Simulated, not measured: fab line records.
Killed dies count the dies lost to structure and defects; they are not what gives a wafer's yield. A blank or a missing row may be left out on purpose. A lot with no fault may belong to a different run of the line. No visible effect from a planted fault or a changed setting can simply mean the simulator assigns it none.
Chamber matching | flow sky130 | rie si-01 running SKY_POLY_GATE_ETCH_17: 4 sister chambers
The step etches poly-Si in HBr/Cl2, stops on SiO2, target depth 180 nm, time 70.5 s. 4 wafers are shown with their chamber, then 9 later ones without.

## WAFERS PAIRED WITH THEIR CHAMBERS
wafer  | chamber | oes product au (a.u.)
L418.5 | 1       | 0.995
L421.1 | 2       | 1.004
L421.2 | 0       | 0.996
L421.5 | 3       | 0.983

## WAFERS WITH NO CHAMBER GIVEN
wafer  | oes product au (a.u.)
L423.3 | 0.983
L423.5 | 0.988
L423.6 | 0.981
L425.1 | 0.982
L425.3 | 0.983
L425.5 | 0.987
L426.2 | 0.987
L426.3 | 0.983
L426.5 | 0.977

## THE CHAMBER EACH PASSED THROUGH
wafer  | from the rows above          | in truth
L423.3 | 3                            | 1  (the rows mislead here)
L423.5 | can't be placed: 3 or 1 or 0 | 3
L423.6 | 3                            | 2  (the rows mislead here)
L425.1 | 3                            | 3
L425.3 | 3                            | 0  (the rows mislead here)
L425.5 | can't be placed: 3 or 1 or 0 | 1
L426.2 | can't be placed: 3 or 1 or 0 | 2
L426.3 | 3                            | 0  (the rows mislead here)
L426.5 | 3                            | 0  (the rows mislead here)
Placed correctly: 1 of 9. These rows do not allow placing 3 (true chamber among the candidates in 2). Wrongly placed: 5.
How it was worked out, from the rows above alone: a wafer's distance from a chamber is the root of the sum, over the readings, of the square of ((its reading less the chamber's mean) divided by the reading's scatter). If the next closest chamber is less than 2 further off than the closest, the wafer can't be placed; otherwise it belongs to the closest. For every chamber, the mean is computed from those of its wafers that are shown. The scatter: root of mean squared gap, hidden wafer to nearest shown wafer, with one shown wafer a chamber.
